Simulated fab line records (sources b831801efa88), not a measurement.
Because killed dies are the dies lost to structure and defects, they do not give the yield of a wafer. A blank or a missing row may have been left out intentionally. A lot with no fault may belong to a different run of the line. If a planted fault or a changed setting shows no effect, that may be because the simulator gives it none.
fab line records    flow sky130
[record] lots = 14  wafers = 42  lastDay = 50
route steps=708 shown VIA3@588 METAL4@601 PASSIVATION@692
lots untouched by any fault: they come from a run of this same line in which no faults occurred
startH: hours from the record's first day to the start of the lot's first wafer shown    waitH: hours since the lot's step before    " as in the row above    L1.1+2: several wafers, shown together as one row    - no value, or no start was given    * or withheld: withheld    < > ~ a bound
route shown NAME@n: names a module that has steps shown in the file, with the first one's number in the route    usual: mean/standard deviation of fault-free wafers    same: alike in all rows    chamber/n: place in a boat    sites: readings site by site    _std_site: their standard deviation    _edge_site: outer sites' mean less inner sites'    radiusMm: how far each site lies from the wafer's centre    mask NAME#n: copy n    behind: the tool/chamber that last shaped the wafer    hold: why the lot was held/for how many hours/how that ended    device: which transistor (n, p or np) failed to switch    end of line: at the end of the route, the tests of the same wafers    a step without rows: its recipe alone    killed: dies lost to structure and defects at the first sort, not the wafer's yield    map: the dies of a wafer, with x for killed, . for not killed, _ for no die there
set.NAME: the setting as run; set.NAME@STEP: as run at that earlier step    model.NAME: the simulator's own value behind a step, which no gauge read
steps of the route over a sample of lots; a table a step, a row a wafer
services: the hour from which a tool's chamber was out of use, counted from the record's first day as startH (under 0 if before that day), plus the number of hours and why
[[steps]]
[step SKY_VIA3_ETCH_15]
[recipe] target = SiO2  chemistry = C4F8/O2/Ar  targetDepthNm = 507  stopOn = TiN  maskMaterial = KrF-thick  sourceW = 1500  biasW = 1200  pressureMtorr = 40  c4f8FlowSccm = withheld  O2_flow_sccm = 6  Ar_flow_sccm = 300  timeS = 78
[usual] oesProductAu = 0.945/0.0049
lot.wafer  tool        chamber  startH   waitH  oesProductAu  rfHoursCounterH
L906.4     rieDiel-01  2        927.58   0.0    0.948         21
L906.5     "           3        "        "      0.944         -
L906.6     "           0        "        "      0.944         -
L908.1     rieDiel-02  2        943.01   0.0    0.935         6
L908.5     "           2        "        "      0.948         -
L908.6     "           3        "        "      0.947         -
L909.2     rieDiel-01  2        950.88   0.0    0.945         22
L909.4     "           0        "        "      0.940         13
L909.5     "           3        "        "      0.948         -
L910.1     rieDiel-02  2        957.41   0.0    0.942         7
L910.3     "           3        "        "      0.955         22
L910.5     "           3        "        "      0.940         -
L911.2     rieDiel-01  3        961.16   0.0    0.944         7
L911.3     "           1        "        "      0.932         20
L911.4     "           3        "        "      0.943         -
L912.1     rieDiel-01  3        965.21   0.0    0.950         7
L912.5     "           3        "        "      0.949         -
L912.6     "           1        "        "      0.943         -
L913.2     rieDiel-04  2        977.83   0.0    0.946         20
L913.4     "           3        "        "      0.942         21
L913.6     "           2        "        "      0.947         -
L916.2     rieDiel-01  2        1001.38  0.0    0.942         24
L916.4     "           3        "        "      0.941         9
L916.5     "           0        "        "      0.933         -
L917.1     rieDiel-04  2        1015.38  0.0    0.945         21
L917.3     "           3        "        "      0.945         22
L917.6     "           3        "        "      0.950         -
L918.2     rieDiel-02  2        1019.08  0.0    0.952         8
L918.3     "           0        "        "      0.949         6
L918.6     "           0        "        "      0.953         -
L920.1     rieDiel-04  2        1023.26  0.0    0.952         21
L920.4     "           1        "        "      0.938         12
L920.5     "           2        "        "      0.948         -
L922.1     rieDiel-04  3        1039.56  0.0    0.938         23
L922.2     "           1        "        "      0.936         13
L922.3     "           2        "        "      0.945         22
L925.1     rieDiel-02  1        1070.73  0.0    0.939         22
L925.2     "           0        "        "      0.942         8
L925.5     "           2        "        "      0.942         -
L928.4     rieDiel-02  0        1076.24  0.0    0.944         8
L928.5     "           2        "        "      0.940         -
L928.6     "           1        "        "      0.938         -
[step SKY_METAL4_SPUTTER_03]
[recipe] material = Ti  targetThkNm = 5  powerW = 3000  timeS = 3.3  chamberPressurePa = 0.4
[usual] chamberPressurePa = 0.4000/0.00078  throttleValvePct = 29.6/0.93
lot.wafer  tool           chamber  startH   waitH  chamberPressurePa  throttleValvePct
L906.4     pvdSputter-04  -        929.00   0.0    0.4010             29.7
L906.5     "              -        "        "      0.4000             30.8
L906.6     "              -        "        "      0.3994             28.6
L908.1     pvdSputter-02  -        944.52   0.0    0.3984             30.0
L908.5     "              -        "        "      0.3997             29.4
L908.6     "              -        "        "      0.3997             30.4
L909.2     pvdSputter-02  -        952.29   0.0    0.3994             29.4
L909.4     "              -        "        "      0.3996             28.0
L909.5     "              -        "        "      0.4012             28.0
L910.1     pvdSputter-04  -        959.24   0.0    0.3998             29.0
L910.3     "              -        "        "      0.4010             31.0
L910.5     "              -        "        "      0.4004             31.0
L911.2     pvdSputter-02  -        962.72   0.0    0.4003             29.4
L911.3     "              -        "        "      0.4004             28.9
L911.4     "              -        "        "      0.4011             28.0
L912.1     pvdSputter-04  -        966.83   0.0    0.3991             29.8
L912.5     "              -        "        "      0.4004             31.0
L912.6     "              -        "        "      0.4007             29.7
L913.2     pvdSputter-04  -        979.24   0.0    0.4002             29.5
L913.4     "              -        "        "      0.3996             28.9
L913.6     "              -        "        "      0.3995             29.0
L916.2     pvdSputter-03  -        1003.28  0.0    0.3991             30.0
L916.4     "              -        "        "      0.3993             29.0
L916.5     "              -        "        "      0.4001             31.0
L917.1     pvdSputter-02  -        1016.79  0.0    0.4009             29.2
L917.3     "              -        "        "      0.4001             29.7
L917.6     "              -        "        "      0.3989             29.4
L918.2     pvdSputter-03  -        1020.53  0.0    0.4004             29.8
L918.3     "              -        "        "      0.4003             28.7
L918.6     "              -        "        "      0.4003             31.2
L920.1     pvdSputter-03  -        1024.75  0.0    0.4001             31.0
L920.4     "              -        "        "      0.3989             31.2
L920.5     "              -        "        "      0.3988             31.2
L922.1     pvdSputter-03  -        1040.97  0.0    0.3998             31.0
L922.2     "              -        "        "      0.3996             28.9
L922.3     "              -        "        "      0.4000             30.1
L925.1     pvdSputter-04  -        1072.15  0.0    0.3991             31.1
L925.2     "              -        "        "      0.4008             29.6
L925.5     "              -        "        "      0.4005             29.7
L928.4     pvdSputter-02  -        1077.64  0.0    0.4001             28.2
L928.5     "              -        "        "      0.4005             28.0
L928.6     "              -        "        "      0.4008             29.8
[step SKY_METAL4_ETCH_16]
[recipe] chemistry = N2/H2  target = BARC  ionEnergyEv = 200  biasW = 100  pressureMtorr = 30  n2FlowSccm = 100  h2FlowSccm = 200  icpW = 500  stopOn = SiO2  timeS = 88.2  targetDepthA = 600
[usual] drypumpMotorCurrentA = 6.2/0.34  oesProductAu = 0.625/0.0047  throttleValvePct = 13.206/0.008
lot.wafer  tool         chamber  startH   waitH  drypumpMotorCurrentA  oesProductAu  rfHoursCounterH  throttleValvePct
L906.4     rieMetal-01  1        978.44   0.0    6.9                   0.627         -                13.196
L906.5     "            0        "        "      5.6                   0.628         -                13.205
L906.6     "            1        "        "      6.8                   0.635         -                13.201
L908.1     rieMetal-02  0        993.27   0.0    6.2                   0.630         15               13.205
L908.5     "            0        "        "      6.2                   0.623         -                13.199
L908.6     "            1        "        "      6.4                   0.622         -                13.204
L909.2     rieMetal-02  1        1001.00  0.0    6.3                   0.630         14               13.210
L909.4     "            1        "        "      6.4                   0.631         -                13.196
L909.5     "            1        "        "      6.3                   0.623         -                13.197
L910.1     rieMetal-04  0        1007.02  0.0    6.1                   0.625         18               13.210
L910.3     "            0        "        "      6.2                   0.625         -                13.206
L910.5     "            0        "        "      6.2                   0.615         -                13.208
L911.2     rieMetal-04  0        1011.00  0.0    6.1                   0.622         18               13.210
L911.3     "            0        "        "      6.2                   0.633         -                13.206
L911.4     "            1        "        "      6.1                   0.637         -                13.201
L912.1     rieMetal-04  0        1014.30  0.0    6.2                   0.627         18               13.201
L912.5     "            0        "        "      6.2                   0.624         -                13.208
L912.6     "            1        "        "      6.1                   0.623         -                13.202
L913.2     rieMetal-02  1        1027.20  0.0    6.3                   0.627         15               13.208
L913.4     "            0        "        "      6.2                   0.623         -                13.211
L913.6     "            1        "        "      6.4                   0.623         -                13.197
L916.2     rieMetal-02  1        1048.57  0.1    6.3                   0.619         -                13.191
L916.4     "            1        "        "      6.4                   0.622         -                13.207
L916.5     "            1        "        "      6.3                   0.624         -                13.220
L917.1     rieMetal-01  0        1061.92  0.0    5.6                   0.615         13               13.207
L917.3     "            0        "        "      5.6                   0.630         -                13.214
L917.6     "            0        "        "      5.6                   0.622         -                13.199
L918.2     rieMetal-01  0        1064.82  0.0    5.6                   0.629         14               13.214
L918.3     "            0        "        "      5.6                   0.633         -                13.205
L918.6     "            1        "        "      6.9                   0.627         -                13.211
L920.1     rieMetal-04  1        1068.85  0.0    6.1                   0.624         19               13.203
L920.4     "            0        "        "      6.1                   0.630         -                13.199
L920.5     "            0        "        "      6.2                   0.623         -                13.210
L922.1     rieMetal-01  0        1084.35  0.0    5.6                   0.622         15               13.229
L922.2     "            1        "        "      6.8                   0.632         22               13.202
L922.3     "            0        "        "      5.6                   0.628         -                13.213
L925.1     rieMetal-01  1        1113.86  0.0    6.8                   0.624         24               13.213
L925.2     "            0        "        "      5.6                   0.627         17               13.210
L925.5     "            0        "        "      5.6                   0.626         -                13.194
L928.4     rieMetal-04  1        1119.24  0.0    6.1                   0.632         -                13.198
L928.5     "            1        "        "      6.1                   0.624         -                13.204
L928.6     "            0        "        "      6.1                   0.626         -                13.196
[step SKY_PASSIVATION_ETCH_11]
[recipe] chemistry = CF4/O2  targetDepthNm = 725  stopOn = AlCu  sourceW = 800  biasW = 150  pressureMtorr = 150  cf4FlowSccm = 80  O2_flow_sccm = 10  timeS = 161.1
[usual] drypumpMotorCurrentA = 5.6/0.32  oesProductAu = 0.977/0.0075  throttleValvePct = 5.963/0.009
lot.wafer  tool        chamber  startH   waitH  drypumpMotorCurrentA  oesProductAu  rfHoursCounterH  throttleValvePct
L906.4     rieDiel-01  2        1051.13  -      6.2                   0.985         26               5.972
L906.5     "           2        "        "      6.2                   0.991         -                5.969
L906.6     "           3        "        "      5.4                   0.974         -                5.966
L908.1     rieDiel-02  3        1064.27  -      5.8                   0.966         25               5.953
L908.5     "           3        "        "      5.7                   0.996         -                5.952
L908.6     "           2        "        "      5.2                   0.977         -                5.949
L909.2     rieDiel-03  3        1070.97  -      5.9                   0.974         15               5.956
L909.4     "           0        "        "      5.4                   0.974         -                5.951
L909.5     "           3        "        "      5.9                   0.978         -                5.964
L910.1     rieDiel-01  1        1076.54  -      6.1                   0.971         24               5.967
L910.3     "           3        "        "      5.4                   0.980         12               5.964
L910.5     "           2        "        "      6.2                   0.980         -                5.969
L911.2     rieDiel-03  3        1079.14  -      5.9                   0.962         15               5.944
L911.3     "           0        "        "      5.4                   0.966         23               5.954
L911.4     "           1        "        "      5.3                   0.978         15               5.967
L912.1     rieDiel-03  2        1082.97  -      5.2                   0.982         6                5.975
L912.5     "           1        "        "      5.3                   0.982         -                5.973
L912.6     "           2        "        "      5.2                   0.982         -                5.954
L913.2     rieDiel-03  3        1095.72  -      5.9                   0.984         16               5.974
L913.4     "           2        "        "      5.2                   0.988         6                5.969
L913.6     "           1        "        "      5.4                   0.978         -                5.966
L916.2     rieDiel-01  3        1114.82  -      5.4                   0.970         13               5.966
L916.4     "           2        "        "      6.2                   0.967         28               5.958
L916.5     "           0        "        "      5.3                   0.966         -                5.966
L917.1     rieDiel-01  2        1126.96  -      6.2                   0.989         29               5.976
L917.3     "           1        "        "      6.1                   0.982         26               5.953
L917.6     "           1        "        "      6.1                   0.984         -                5.961
L918.2     rieDiel-03  0        1128.27  -      5.4                   0.790         0                5.903
L918.3     "           3        "        "      5.9                   0.978         17               5.983
L918.6     "           0        "        "      5.4                   0.798         -                5.911
L920.1     rieDiel-03  2        1132.96  -      5.2                   0.970         7                5.956
L920.4     "           0        "        "      5.4                   0.791         0                5.919
L920.5     "           3        "        "      5.9                   0.984         -                5.955
L922.1     rieDiel-01  2        1147.92  -      6.2                   0.964         30               5.947
L922.2     "           0        "        "      5.4                   0.980         20               5.970
L922.3     "           3        "        "      5.4                   0.971         15               5.961
L925.1     rieDiel-02  1        1171.67  -      5.7                   0.962         27               5.976
L925.2     "           0        "        "      6.0                   0.968         11               5.956
L925.5     "           2        "        "      5.2                   0.978         -                5.970
L928.4     rieDiel-02  2        1177.17  -      5.2                   0.994         15               5.963
L928.5     "           0        "        "      6.0                   0.977         -                5.975
L928.6     "           1        "        "      5.6                   0.981         -                5.951
[step SKY_PASSIVATION_STRIP_12]
[recipe] chemistry = O2/N2  powerW = 1400  pressureMtorr = 1500  platenTempC = withheld  overashFraction = 0.7  o2FlowSccm = 3000  n2FlowSccm = 300
[usual] drypumpMotorCurrentA = 5.70/0.28  oesProductAu = 0.661/0.0044  stripTimeToEndpointS = 31.49/0.14
lot.wafer  tool            chamber  startH   waitH  drypumpMotorCurrentA  oesProductAu  rfHoursCounterH  stripTimeToEndpointS
L906.4     plasmaAsher-03  0        1051.26  0.1    5.50                  0.666         -                31.34
L906.5     "               1        "        "      5.93                  0.665         -                31.25
L906.6     "               0        "        "      5.54                  0.658         -                31.33
L908.1     plasmaAsher-03  0        1064.37  0.1    5.52                  0.658         0                31.39
L908.5     "               0        "        "      5.51                  0.665         -                31.52
L908.6     "               1        "        "      5.92                  0.664         -                31.62
L909.2     plasmaAsher-03  0        1071.07  0.1    5.51                  0.654         1                31.68
L909.4     "               1        "        "      5.92                  0.650         -                31.67
L909.5     "               0        "        "      5.52                  0.659         -                31.48
L910.1     plasmaAsher-02  0        1076.64  0.1    5.64                  0.664         34               31.65
L910.3     "               0        "        "      5.64                  0.665         -                31.56
L910.5     "               1        "        "      5.99                  0.659         -                31.47
L911.2     plasmaAsher-04  1        1079.24  0.1    5.95                  0.655         65               31.45
L911.3     "               1        "        "      5.93                  0.668         -                31.68
L911.4     "               0        "        "      5.24                  0.653         -                31.62
L912.1     plasmaAsher-02  1        1083.07  0.1    5.98                  0.657         34               31.30
L912.5     "               0        "        "      5.63                  0.665         -                31.42
L912.6     "               1        "        "      5.96                  0.658         -                31.34
L913.2     plasmaAsher-03  1        1095.82  0.1    5.88                  0.659         3                31.55
L913.4     "               0        "        "      5.53                  0.655         -                31.63
L913.6     "               1        "        "      5.91                  0.660         -                31.63
L916.2     plasmaAsher-03  1        1114.92  0.1    5.95                  0.655         5                31.66
L916.4     "               1        "        "      5.94                  0.660         -                31.54
L916.5     "               0        "        "      5.51                  0.662         -                31.67
L917.1     plasmaAsher-03  0        1127.07  0.1    5.51                  0.660         6                31.32
L917.3     "               0        "        "      5.51                  0.660         -                31.45
L917.6     "               1        "        "      5.93                  0.657         -                31.45
L918.2     plasmaAsher-02  1        1128.37  0.1    6.01                  0.662         39               33.41
L918.3     "               0        "        "      5.62                  0.663         -                31.55
L918.6     "               1        "        "      6.02                  0.659         -                33.41
L920.1     plasmaAsher-04  1        1133.07  0.1    6.02                  0.651         70               31.65
L920.4     "               0        "        "      5.25                  0.667         -                33.49
L920.5     "               0        "        "      5.25                  0.664         -                31.56
L922.1     plasmaAsher-03  1        1148.02  0.1    5.91                  0.664         7                31.36
L922.2     "               0        "        "      5.51                  0.665         7                31.53
L922.3     "               0        "        "      5.50                  0.666         -                31.49
L925.1     plasmaAsher-04  1        1171.77  0.1    6.00                  0.658         74               31.89
L925.2     "               0        "        "      5.25                  0.668         74               31.66
L925.5     "               1        "        "      6.00                  0.659         -                31.54
L928.4     plasmaAsher-04  1        1177.31  0.1    5.96                  0.668         -                31.32
L928.5     "               0        "        "      5.29                  0.669         -                31.57
L928.6     "               1        "        "      6.00                  0.657         -                31.53
[[services]]
tool            chamber  startH   hours  kind
rieDiel-03      0        942.80   2.8    repair
rieDiel-02      0        950.15   2.2    repair
rieDiel-02      0        956.20   8.7    repair
rieDiel-01      0        957.21   16.2   repair
rieDiel-01      1        966.90   7.1    repair
rieDiel-02      2        977.87   5.8    repair
pvdSputter-02   -        997.40   1.4    repair
rieDiel-02      3        1003.01  23.6   repair
pvdSputter-02   -        1024.00  2.0    repair
rieDiel-02      0        1024.27  2.6    repair
rieMetal-01     -        1031.56  0.8    repair
plasmaAsher-03  -        1031.88  1.2    repair
rieDiel-03      -        1044.62  12.1   repair
rieDiel-02      -        1051.02  0.4    repair
plasmaAsher-03  -        1055.25  9.0    pm
rieDiel-03      2        1070.43  4.6    repair
rieDiel-02      0        1090.07  14.7   repair
rieDiel-02      3        1133.14  5.8    repair
rieDiel-03      0        1137.41  9.2    repair
rieDiel-01      0        1139.33  3.5    repair
rieDiel-01      1        1139.63  8.3    repair
plasmaAsher-03  -        1139.82  4.3    pm
rieDiel-03      3        1147.90  3.9    repair
rieDiel-03      0        1176.64  1.5    repair
[[key]]
[firstSign] step = SKY_PASSIVATION_ETCH_11  reading = oesProductAu  direction = down  sigmas = 25  usual = 0.977  struck = 0.793
[effect] step = SKY_PASSIVATION_ETCH_11  reading = throttleValvePct  direction = down  sigmas = 5.8  usual = 5.963  struck = 5.911
[effect] step = SKY_PASSIVATION_STRIP_12  reading = stripTimeToEndpointS  direction = up  sigmas = 14  usual = *  struck = *
metAt SKY_PASSIVATION_ETCH_11
struckLots L918,L920
struckWafers L918.2,L918.6,L920.4
laterRowsLeftOut L918.2,L918.6,L920.4
sortLeftOut L918.2,L918.6,L920.4
notActingAt SKY_VIA3_ETCH_15,SKY_METAL4_SPUTTER_03,SKY_METAL4_ETCH_16
onsetBetween 1079.14 1128.27
[fault] kind = processParameterDrift  tool = rieDiel-03  chamber = 0  onsetH = 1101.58  steps = SKY_PASSIVATION_ETCH_11  channel = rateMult  offset = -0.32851  shape = step  endH = 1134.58
// sortLeftOut: the simulated sort isn't trusted on such a fault, so these wafers' sort isn't shown, and their yield isn't known
// laterRowsLeftOut: the simulator's readings of these wafers behind a module that went badly wrong aren't trusted and aren't shown, but for the sort
